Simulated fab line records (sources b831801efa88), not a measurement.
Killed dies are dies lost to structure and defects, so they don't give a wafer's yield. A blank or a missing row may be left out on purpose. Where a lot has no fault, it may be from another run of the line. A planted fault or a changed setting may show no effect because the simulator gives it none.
The tool behind it: which one?	flow sky130	43 wafers from 15 lots sampled at 3 of the route's 708 steps

## WHAT THE GAUGES READ, wafer by wafer
SKY_PWDE_TW_MEAS_10. Usual: PWDE_TW 376, standard deviation 3.1.
lot	measured	on	PWDE_TW	flag
L725	day 3 19:14	filmMetro-02	370 370 370	
L726	day 4 01:22	filmMetro-04	376 377 379	
L727	day 4 08:54	filmMetro-03	376 376 376	
L730	day 4 22:10	filmMetro-02	369 369 370	
L731	day 5 13:32	filmMetro-02	371 371 372	
L732	day 6 03:46	filmMetro-02	374 372 375	
L734	day 6 11:05	filmMetro-04	380 380 379	
L735	day 6 13:10	filmMetro-03	375 377 373	
L736	day 6 18:58	filmMetro-03	375 375 375	
L737	day 6 20:47	filmMetro-04	378 380 379	
L739	day 7 07:44	filmMetro-03	380 379 378	
L744	day 8 07:33	filmMetro-02	409 409	OFF
L746	day 8 20:51	filmMetro-03	415 415 375	OFF
L747	day 8 23:18	filmMetro-04	416 377	OFF
L748	day 9 03:02	filmMetro-04	379 378 378	

SKY_NWELL_RS_MEAS_31: a four-point-probe measurement. Usual: PWDE_RS 5279 ohm/sq, standard deviation 23.
lot	measured	on	PWDE_RS (ohm/sq)	flag
L725	day 5 03:23	filmMetro-03	5292 5292 5289	
L726	day 5 09:16	filmMetro-02	5282 5264 5269	
L727	day 5 18:22	filmMetro-03	5246 5250 5252	
L730	day 6 10:54	filmMetro-02	5244 5248 5244	
L731	day 7 03:22	filmMetro-04	5314 5288 5297	
L732	day 7 18:13	filmMetro-02	5287 5271 5276	
L734	day 8 02:15	filmMetro-03	5253 5271 5286	
L735	day 8 05:02	filmMetro-02	5279 5257 5263	
L736	day 8 09:44	filmMetro-02	5283 5291 5289	
L737	day 8 12:56	filmMetro-04	5306 5288 5300	
L739	day 9 00:52	filmMetro-03	5250 5237 5247	
L744	day 10 02:02	filmMetro-04	4163 4152	OFF
L746	day 10 16:19	filmMetro-03	4174 4172 5315	OFF
L747	day 10 21:07	filmMetro-03	4179 5310	OFF
L748	day 11 00:56	filmMetro-03	5269 5267 5244	

## EACH LOT AND THE TOOL THAT RAN IT (in order: tool; ch and the chambers of the sampled wafers; start)
lot	SKY_PWDE_IMPLANT_08
L725	implanter-01 ch 0, day 3 19:01
L726	implanter-01 ch 0, day 4 01:07
L727	implanter-03 ch 0, day 4 08:41
L730	implanter-02 ch 0, day 4 21:55
L731	implanter-01 ch 0, day 5 13:17
L732	implanter-02 ch 0, day 6 03:31
L734	implanter-03 ch 0, day 6 10:50
L735	implanter-03 ch 0, day 6 12:55
L736	implanter-03 ch 0, day 6 18:43
L737	implanter-02 ch 0, day 6 20:32
L739	implanter-01 ch 0, day 7 07:31
L744	implanter-02 ch 0, day 8 07:19
L746	implanter-02 ch 0, day 8 20:37
L747	implanter-02 ch 0, day 8 23:05
L748	implanter-03 ch 0, day 9 02:47
- SKY_PWDE_IMPLANT_08

## AS READ BY THE TOOLS THEMSELVES (means over the sampled wafers that have a number; for cases with no such wafer, the mark the record gives instead)
SKY_PWDE_IMPLANT_08. Usual: beamOnS 9.99 s, standard deviation 0.21; faradayCurrentUA 20.3, standard deviation 0.41.
lot	tool	beamOnS (s)	faradayCurrentUA	flag
L725	implanter-01	10.12	20.1	
L726	implanter-01	10.18	19.9	
L727	implanter-03	9.82	20.6	
L730	implanter-02	9.95	20.4	
L731	implanter-01	9.92	20.5	
L732	implanter-02	9.84	20.6	
L734	implanter-03	9.86	20.6	
L735	implanter-03	9.93	20.4	
L736	implanter-03	10.12	20.1	
L737	implanter-02	10.22	19.8	
L739	implanter-01	9.93	20.4	
L744	implanter-02	13.49	15.0	OFF
L746	implanter-02	12.21	16.9	OFF
L747	implanter-02	11.63	17.9	OFF
L748	implanter-03	9.86	20.6	

## THE ANSWER, worked out from the rows above alone
Rule: lot off if the mean of its wafers having a number is beyond 3 standard deviations from the usual mean. Also off: a lot with no number at a reading for which 4 or more lots have one. All remaining lots with rows at the step are treated as sound. First the gauges in route order, then the tools' own readings, where a lot's mean is used as printed above. The first step at which some lot is off is used, and at that step the reading that is off furthest; a lot without a number counts as furthest.
Off: at SKY_PWDE_TW_MEAS_10 (PWDE_TW), L744, L746, L747.
If a tool, at a process step before that reading, ran all the lots that are off and no sound lot after the first of them, it fits. Not tried: the gauges at SKY_PWDE_TW_MEAS_10; whatever is off there is also off at SKY_PWDE_IMPLANT_08, on other tools, and gauge error can't account for it. One fits: implanter-02 at SKY_PWDE_IMPLANT_08. Its last sound lot is L737 (day 6 20:32), its first lot that is off L744 (day 8 07:19): a fault that began between those two fits.
The tool's own readings at SKY_PWDE_IMPLANT_08 bear it out: on the lots that are off they differ by more than 5 times the standard deviation of the sound lots' means. beamOnS reads 12.44 s there against 9.98 s on the sound lots; faradayCurrentUA reads 16.6 there against 20.3 on the sound lots.

## WHAT THE SIMULATOR PUT IN
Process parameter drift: implanter-02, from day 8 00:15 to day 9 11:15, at SKY_PWDE_IMPLANT_08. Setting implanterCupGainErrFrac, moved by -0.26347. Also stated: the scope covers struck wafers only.
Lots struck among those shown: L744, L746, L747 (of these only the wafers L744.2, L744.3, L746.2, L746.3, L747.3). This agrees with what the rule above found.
